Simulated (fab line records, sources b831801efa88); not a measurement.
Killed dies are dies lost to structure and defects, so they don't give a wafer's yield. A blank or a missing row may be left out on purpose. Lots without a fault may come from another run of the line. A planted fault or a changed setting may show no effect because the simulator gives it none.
Chamber matching | flow sky130 | SKY_VIA3_CMP_24 on cmp-02: 4 sister chambers
The step polishes, stops on SiO2, t overpolish 20 s, target thk 0 nm. 20 wafers are shown with their chamber, then 10 later ones without.

WAFERS WITH THEIR CHAMBER
wafer  | chamber | motor_current_A (A) | time_to_endpoint_s (s) | retaining_ring_pressure_frac
L075.3 | 3       | 11.0                | 95                     | 1.002
L075.5 | 1       | 10.7                | 95                     | 1.005
L075.6 | 0       | 11.2                | 99                     | 1.001
L077.1 | 0       | 10.6                | 97                     | 1.001
L077.2 | 2       | 12.2                | 91                     | 1.004
L077.5 | 0       | 10.8                | 98                     | 0.997
L080.1 | 2       | 11.7                | 87                     | 0.998
L080.2 | 1       | 10.8                | 98                     | 1.002
L080.3 | 3       | 11.2                | 93                     | 1.005
L078.1 | 3       | 11.4                | 90                     | 0.996
L078.4 | 0       | 10.9                | 94                     | 1.002
L078.6 | 3       | 11.1                | 90                     | 0.995
L086.2 | 3       | 10.7                | 93                     | 1.001
L086.4 | 0       | 11.2                | 96                     | 0.991
L086.5 | 0       | 10.4                | 99                     | 0.991
L087.4 | 0       | 11.2                | 98                     | 1.004
L087.5 | 1       | 10.7                | 99                     | 1.008
L087.6 | 0       | 10.7                | 105                    | 1.007
L092.3 | 3       | 11.2                | 97                     | 0.989
L092.5 | 1       | 10.5                | 103                    | 1.010

SIGNATURES (means of the wafers above)
reading                      | chamber 0 | chamber 1 | chamber 2 | chamber 3 | scatter within a chamber
motor_current_A              | 10.875    | 10.675    | 11.950    | 11.100    | 0.263
time_to_endpoint_s           | 98.25     | 98.75     | 89.00     | 93.00     | 3.06
retaining_ring_pressure_frac | 0.99925   | 1.00625   | 1.00100   | 0.99800   | 0.00536
Rule: a wafer's distance from a chamber is the root of the sum, over the readings, of the square of ((its reading less the chamber's mean) divided by the reading's scatter). The wafer belongs to the nearest chamber; if the next one is less than 2 further off, it can't be placed. The scatter: the root of (the sum of the squares of (reading less its chamber's mean) over the shown wafers, divided by (wafers less chambers)).

WAFERS WITHOUT THEIR CHAMBER
wafer  | motor_current_A (A) | time_to_endpoint_s (s) | retaining_ring_pressure_frac
L092.6 | 11.0                | 99                     | 1.006
L091.1 | 11.1                | 101                    | 1.000
L091.2 | 11.0                | 104                    | 1.000
L091.4 | 12.2                | 96                     | 1.003
L093.1 | 12.1                | 88                     | 0.999
L093.5 | 10.5                | 97                     | 0.996
L093.6 | 10.9                | 94                     | 0.994
L096.1 | 10.8                | 105                    | 1.010
L096.3 | 11.3                | 95                     | 1.002
L096.4 | 10.5                | 105                    | 0.999

WHICH CHAMBER EACH WENT THROUGH
wafer  | from the rows above               | in truth
L092.6 | can't be placed: 1 or 0 or 3      | 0
L091.1 | can't be placed: 0 or 1 or 3      | 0
L091.2 | can't be placed: 0 or 1 or 3      | 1
L091.4 | can't be placed: 2 or 3           | 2
L093.1 | 2                                 | 2
L093.5 | can't be placed: 0 or 1 or 3      | 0
L093.6 | can't be placed: 3 or 0 or 1      | 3
L096.1 | can't be placed: 1 or 0           | 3
L096.3 | can't be placed: 3 or 0 or 1 or 2 | 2
L096.4 | can't be placed: 1 or 0 or 3      | 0
Placed correctly: 1 of 10. Can't be placed from these rows: 9 (the true chamber is among the candidates in 8). Placed wrongly: 0.
